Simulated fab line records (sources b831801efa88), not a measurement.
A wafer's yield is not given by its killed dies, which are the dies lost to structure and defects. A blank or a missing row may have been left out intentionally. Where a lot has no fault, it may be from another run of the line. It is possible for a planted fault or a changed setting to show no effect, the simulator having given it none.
Problem report in the 8D (eight disciplines) form, filled by code	flow sfq-line	the parts of the form that need people (team, actions taken, sign-off) are left out

## 1. WHAT IS WRONG
Mean of time-to-endpoint-s at SFQ_TRILAYER_I1_CMP_CMP_046: 118 s across 3 wafers in 2 lots; on wafers with no fault it is 215 s (standard deviation 6.6). Measured from the usual mean, that is -15 standard deviations.
The step: polishes SiO2.
The first sign was on wafer L357.2 at day 24 02:34, on cmp-02. At this step, 40 wafers from 14 lots have a number in the record. By rule, "out" or "out of limits" means more than 4 standard deviations away from the usual mean. All remaining wafers that have a number are taken as sound.

## 2. WHAT IT IS, WHAT IT ISN'T
question	is	is not
which readings at this step	time-to-endpoint-s	motor-current-A
which lots	L357, L359	L339, L340, L342, L343, L344, L345, L346, L347, L348, L349, L350, L351
which wafers of those lots	L357.2, L359.2, L359.6	L357.5
read on which tools	cmp-02	cmp-01
when	from day 24 02:34	up to then (36 sound wafers); but 1 sound wafer of L357 came after

## 3. THE SUSPECTS, EACH WITH WHAT RULES IT OUT
Counting: if a tool at a process step up to the reading ran every lot that is out, it stays a suspect. Sound lots after the first of them don't rule it out here, since some wafers of a struck lot are sound.
- cmp-02 at SFQ_TRILAYER_I1_CMP_CMP_046 (polishes SiO2): kept. Every lot that is out went through it, the first being L357 (day 24 02:34); the last sound lot it ran before that was L351 (day 22 04:03). Its own time-to-endpoint-s readings are out on those wafers.
The count leaves cmp-02 at SFQ_TRILAYER_I1_CMP_CMP_046.

## 4. THE CAUSE (what the simulator had put in)
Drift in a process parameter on cmp-02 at SFQ_TRILAYER_I1_CMP_CMP_046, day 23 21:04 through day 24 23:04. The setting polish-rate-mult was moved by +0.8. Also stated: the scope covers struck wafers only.
The count eliminated every tool but this one.

## 5. THE EFFECT CHAIN, in route order
Rows list readings where the struck wafers' mean (over those with a number) sits beyond 3 standard deviations from the usual. Only readings for which the record gives a usual standard deviation are gone through. hours: the time from each lot's start at the first step in this table that gives one to its start at this step, as a median over the lots. sigmas: the change in usual standard deviations.
hours	step	reading	usual	on struck wafers	change	sigmas
0	SFQ_TRILAYER_I1_CMP_CMP_046	time-to-endpoint-s	215 s	118	-97	-15
It contains these process steps:
- SFQ_TRILAYER_I1_CMP_CMP_046: polishes SiO2.

## 6. WHAT WOULD HAVE CAUGHT IT SOONER
In this record no reading fell out of limits until day 24 02:34, 6 hours after the fault had begun at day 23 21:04.
